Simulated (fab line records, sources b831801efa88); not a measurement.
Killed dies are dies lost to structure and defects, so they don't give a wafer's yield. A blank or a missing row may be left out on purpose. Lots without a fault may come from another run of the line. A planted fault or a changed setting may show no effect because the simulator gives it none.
Problem report in the 8D (eight disciplines) form, filled by code | flow sky130 | the parts of the form that need people (team, actions taken, sign-off) are left out

1. THE PROBLEM
rf_fwd_power_W at SKY_POLY_GATE_ETCH_17 reads a mean of 459.5 W on 1 wafer of 1 lot; wafers without a fault read 396.8 W with a standard deviation of 1.6. That is +39 standard deviations from the usual mean.
The step: etches poly-Si in HBr/Cl2, stops on SiO2, target depth 180 nm, time 70.5 s.
First seen on wafer L878.6, day 23 02:25, on rie_si-01. The record holds 15 wafers of 5 lots with a number at this step. Rule for "out", or "out of limits": more than 4 standard deviations from the usual mean. The other wafers with a number count as sound.

2. WHAT IT IS AND WHAT IT IS NOT
question                    | is                | is not
which readings at this step | rf_fwd_power_W    | HBr_flow_sccm, drypump_motor_current_A, mfc_cl2_sccm, oes_product_au, throttle_valve_pct
which lots                  | L878              | L862, L867, L869, L872
which wafers of those lots  | L878.6            | L878.1, L878.2
read on which tools         | rie_si-01         | rie_si-02
when                        | from day 23 02:25 | up to then (14 sound wafers)

3. SUSPECTS, AND WHAT RULES EACH OUT
Counting: a tool at a process step up to the reading stays a suspect if it ran every lot that is out. Sound lots after the first of them don't rule it out here, since some wafers of a struck lot are sound.
- rie_diel-01 at SKY_POLY_GATE_ETCH_15 (etches BARC in N2/H2, stops on SiO2, time 118.5 s, target depth 110 nm): kept. It ran the lot that is out, L878 (day 23 02:14); its last sound lot up to then is L867 (day 19 04:44).
- rie_diel-01 at SKY_POLY_GATE_ETCH_16 (etches Si3N4 in CH3F/O2, stops on poly-Si, time 147.5 s, target depth 75 nm): kept. It ran the lot that is out, L878 (day 23 02:19); its last sound lot up to then is L867 (day 19 04:49).
- rie_si-01 at SKY_POLY_GATE_ETCH_17 (etches poly-Si in HBr/Cl2, stops on SiO2, target depth 180 nm, time 70.5 s): kept. It ran the lot that is out, L878 (day 23 02:25); its last sound lot up to then is L872 (day 21 21:19). Its own readings are out on those wafers: rf_fwd_power_W.
- Within rie_si-01 at SKY_POLY_GATE_ETCH_17: the wafers that are out ran in chamber 0; their sound lot-mates ran in chambers 1, 2.
Left after counting: rie_diel-01 at SKY_POLY_GATE_ETCH_15, rie_diel-01 at SKY_POLY_GATE_ETCH_16, rie_si-01 at SKY_POLY_GATE_ETCH_17.

4. THE CAUSE (what the simulator had put in)
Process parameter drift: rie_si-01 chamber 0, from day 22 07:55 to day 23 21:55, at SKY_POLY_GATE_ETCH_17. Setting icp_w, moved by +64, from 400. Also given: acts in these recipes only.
Counting left 3 suspects, and this tool is among them.

5. THE CHAIN OF EFFECTS, in route order
Each row: a reading whose mean over the struck wafers that have a number lies more than 3 standard deviations from the usual. Only readings for which the record gives a usual standard deviation are gone through. hours: the time from each lot's start at the first step in this table that gives one to its start at this step, as a median over the lots. sigmas: the change in usual standard deviations.
hours | step                  | reading        | usual   | on struck wafers | change | sigmas
0     | SKY_POLY_GATE_ETCH_17 | rf_fwd_power_W | 396.8 W | 459.5            | +62.7  | +39
The process steps in it:
- SKY_POLY_GATE_ETCH_17: etches poly-Si in HBr/Cl2, stops on SiO2, target depth 180 nm, time 70.5 s.

6. WHAT WOULD HAVE CAUGHT IT SOONER
In this record the first reading out of limits was taken at day 23 02:25, 18 hours after the fault began at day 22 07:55.
